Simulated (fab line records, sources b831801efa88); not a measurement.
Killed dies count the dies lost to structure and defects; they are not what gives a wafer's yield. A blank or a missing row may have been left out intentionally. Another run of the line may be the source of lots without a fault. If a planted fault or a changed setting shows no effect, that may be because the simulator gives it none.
Comparing a struck lot with a sound one | flow sky130 | 31 out of 708 route steps
Sound: wafers L786.1, L786.2, L786.3. Struck: wafers L785.1, L785.4, L785.5. The cause is given at the end.
At each step with rows: each side's tool, then ch and its chambers, then its first start. Under that, the readings that differ: sound wafers | struck wafers | difference of the means | sigmas: that difference in standard deviations of wafers without a fault.
alike: readings whose means differ by less than 2 such deviations, and words and numbers that are the same on both sides. not compared: withheld readings, readings that some wafer has no value for, bounds like >300 that may hide the same value, and numbers for which the record gives no deviation and whose values overlap.
The two part at a step that has a row with sigmas, a row that says differs or no value, or rows on one side only. Numbers that have no deviation but don't overlap get no sigmas and don't part them. A reading that every wafer of one side lacks parts them only if that side has two wafers or more.

first, 1 step without rows for these wafers: SKY_PWDE_IMPLANT_08.
SKY_PWDE_STRIP_09: strips in O2/N2.
  sound on plasmaAsher-01 ch 0,1, day 4 05:33; struck on plasmaAsher-01 ch 0,1, day 3 18:54
  alike: chamberPressureMTorr, drypumpMotorCurrentA, n2FlowSccm, oesProductAu, stripTimeToEndpointS
  not compared: rfHoursCounterH
SKY_PWDE_TW_MEAS_10:
  sound on filmMetro-04, day 4 05:39; struck on filmMetro-03, day 3 19:00
  alike: PWDE_TW
then, 7 steps without rows for these wafers: SKY_NWELL_DEHYDRATE_03 (time 60 s); SKY_NWELL_HMDS_04 (prime time 57.78 s); SKY_NWELL_COAT_05 (resist thk 3000 nm); SKY_NWELL_SOFTBAKE_06; SKY_NWELL_EXPOSE_07 (exposes mask NWM, target cd 840 nm); SKY_NWELL_PEB_08; SKY_NWELL_DEVELOP_09 (develop time 60 s).
SKY_NWELL_OVL_MEAS_10:
  sound on overlay-02, day 4 22:50; struck on overlay-02, day 4 12:04
  alike: NWELL_00_OVL
next, for these wafers, 1 step has no rows: SKY_NWELL_IMPLANT_11.
SKY_NWELL_IMPLANT_12:
  sound on implanter-04 ch 0, day 4 23:01; struck on implanter-04 ch 0, day 4 12:34
  alike: endStationPressureTorr
next, for these wafers, 1 step has no rows: SKY_NWELL_IMPLANT_13.
SKY_NWELL_STRIP_14: strips in O2/N2.
  sound on plasmaAsher-02 ch 0,1, day 4 23:19; struck on plasmaAsher-03 ch 0,1, day 4 13:04
  alike: chamberPressureMTorr, drypumpMotorCurrentA, n2FlowSccm, oesProductAu, stripTimeToEndpointS
  not compared: rfHoursCounterH
SKY_NWELL_TW_MEAS_15:
  sound on filmMetro-03, day 4 23:25; struck on filmMetro-03, day 4 13:10
  alike: NWELL_TW
then, 7 steps without rows for these wafers: SKY_NWELL_DEHYDRATE_16 (time 60 s); SKY_NWELL_HMDS_17 (prime time 60 s); SKY_NWELL_COAT_18 (resist thk 3000 nm); SKY_NWELL_SOFTBAKE_19; SKY_NWELL_EXPOSE_20 (exposes mask NWM COMPLEMENT, target cd 840 nm); SKY_NWELL_PEB_21; SKY_NWELL_DEVELOP_22 (develop time 60 s).
SKY_NWELL_OVL_MEAS_23:
  sound on overlay-02, day 5 17:31; struck on overlay-02, day 5 05:22
  alike: NWELL_01_OVL
next, for these wafers, 1 step has no rows: SKY_NWELL_IMPLANT_24.
SKY_NWELL_STRIP_25: strips in O2/N2.
  sound on plasmaAsher-02 ch 0,1, day 5 17:42; struck on plasmaAsher-03 ch 1, day 5 05:33
  alike: chamberPressureMTorr, drypumpMotorCurrentA, n2FlowSccm, oesProductAu, stripTimeToEndpointS
  not compared: rfHoursCounterH
SKY_NWELL_TW_MEAS_26:
  sound on filmMetro-04, day 5 17:48; struck on filmMetro-01, day 5 05:39
  alike: NWELL_2_TW
then, 1 step without rows for these wafers: SKY_NWELL_CLEAN_27 (cleans in SC1/SC2, time 150 s).
SKY_NWELL_RTA_28: time 30 s.
  sound on rtpAnneal-01 ch 0, day 5 17:55; struck on rtpAnneal-02 ch 0, day 5 05:46
reading       | sound                | struck               | difference | sigmas
rampDownCPerS | 90.037 90.021 89.991 | 89.953 89.982 89.996 | -0.039     | -2
  alike: lampPowerPct, wafer_temp_C_max
SKY_NWELL_RS_MEAS_29: a four-point-probe measurement.
  sound on filmMetro-03, day 5 18:19; struck on filmMetro-04, day 5 06:13
reading           | sound             | struck            | difference | sigmas
NWELL_RS (ohm/sq) | 623.1 623.6 623.1 | 593.1 593.8 593.8 | -29.7      | -20
-- the record jumps here: 40 days lie between the struck wafers' starts before and after (it left off in module NWELL and takes up again in module PAD_OPEN, whose first step shown is number 708 of the route) --
SKY_PAD_OPEN_PROBE_99:
  sound on prober-02, day 46 03:17; struck on prober-01, day 45 12:53
reading                             | sound                         | struck                        | difference | sigmas
model.etest.pfet_16v.rOnOhmUm       | 1.515e+04 1.499e+04 1.502e+04 | 1.603e+04 1.608e+04 1.614e+04 | +1.030e+03 | 
model.etest.nfet_16v.rOnOhmUm       | 1.413e+04 1.412e+04 1.406e+04 | 1.349e+04 1.353e+04 1.35e+04  | -5.967e+02 | 
model.etest.pfetG5v0d10v5.rOnOhmUm  | 4646 4634 4637                | 5229 5119 5112                | +514       | 
model.etest.tipP.rsOhmSq            | 6808 6857 6832                | 7232 7260 7259                | +418       | 
model.etest.tip_p_5v.rsOhmSq        | 2840 2852 2866                | 3059 3021 3027                | +183       | 
model.etest.pfet_01v8.rOnOhmUm      | 2804 2891 2822                | 3090 3041 3064                | +226       | 
model.etest.pfetG5v0d10v5.driveUaUm | 353.2 351.4 354.5             | 300.5 302.4 304.5             | -50.6      | 
model.etest.pfet_01v8_lvt.driveUaUm | 177.8 175 178.3               | 144.6 145.8 147.1             | -31.2      | 
  alike: killed_at_M0_to_M3, killed_at_M4_up, killedAtContacts, killedAtFrontEnd, killedAtOther, killedDies, killedOnRim, killedOpen, killedShort

## WHERE THEY PART
At SKY_NWELL_RTA_28 first; at SKY_NWELL_RS_MEAS_29 last (within this record only). Later steps at which nothing parts them and some readings are alike: SKY_PAD_OPEN_PROBE_99.

WHY: what the simulator had put in
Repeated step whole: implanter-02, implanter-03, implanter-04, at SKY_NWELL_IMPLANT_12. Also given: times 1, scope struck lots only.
